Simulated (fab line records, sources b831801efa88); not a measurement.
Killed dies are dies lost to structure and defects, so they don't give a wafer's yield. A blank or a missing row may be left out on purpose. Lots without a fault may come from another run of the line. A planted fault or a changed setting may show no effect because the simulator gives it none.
Chamber matching | flow sky130 | SKY_VIA3_CMP_24 on cmp-02: 4 sister chambers
The step polishes, stops on SiO2, t overpolish 20 s, target thk 0 nm. 4 wafers are shown with their chamber, then 8 later ones without.

WAFERS WITH THEIR CHAMBER
wafer  | chamber | motor_current_A (A)
L384.2 | 2       | 11.0
L391.1 | 1       | 13.6
L393.6 | 3       | 10.1
L394.3 | 0       | 11.9

WAFERS WITHOUT THEIR CHAMBER
wafer  | motor_current_A (A)
L394.5 | 12.5
L394.6 | 11.8
L398.2 | 11.3
L398.4 | 11.4
L398.6 | 10.4
L400.1 | 10.8
L400.3 | 11.2
L400.4 | 11.4

WHICH CHAMBER EACH WENT THROUGH
wafer  | from the rows above     | in truth
L394.5 | can't be placed: 0 or 1 | 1
L394.6 | 0                       | 0
L398.2 | can't be placed: 2 or 0 | 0
L398.4 | can't be placed: 2 or 0 | 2
L398.6 | can't be placed: 3 or 2 | 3
L400.1 | can't be placed: 2 or 3 | 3
L400.3 | can't be placed: 2 or 0 | 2
L400.4 | can't be placed: 2 or 0 | 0
Placed correctly: 1 of 8. Can't be placed from these rows: 7 (the true chamber is among the candidates in 7). Placed wrongly: 0.
How it was worked out, from the rows above alone: a wafer's distance from a chamber is the root of the sum, over the readings, of the square of ((its reading less the chamber's mean) divided by the reading's scatter). The wafer belongs to the nearest chamber; if the next one is less than 2 further off, it can't be placed. A chamber's mean is the mean of its shown wafers. The scatter: with one shown wafer a chamber, the root of the mean of the squares of how far each hidden wafer lies from its nearest shown one.
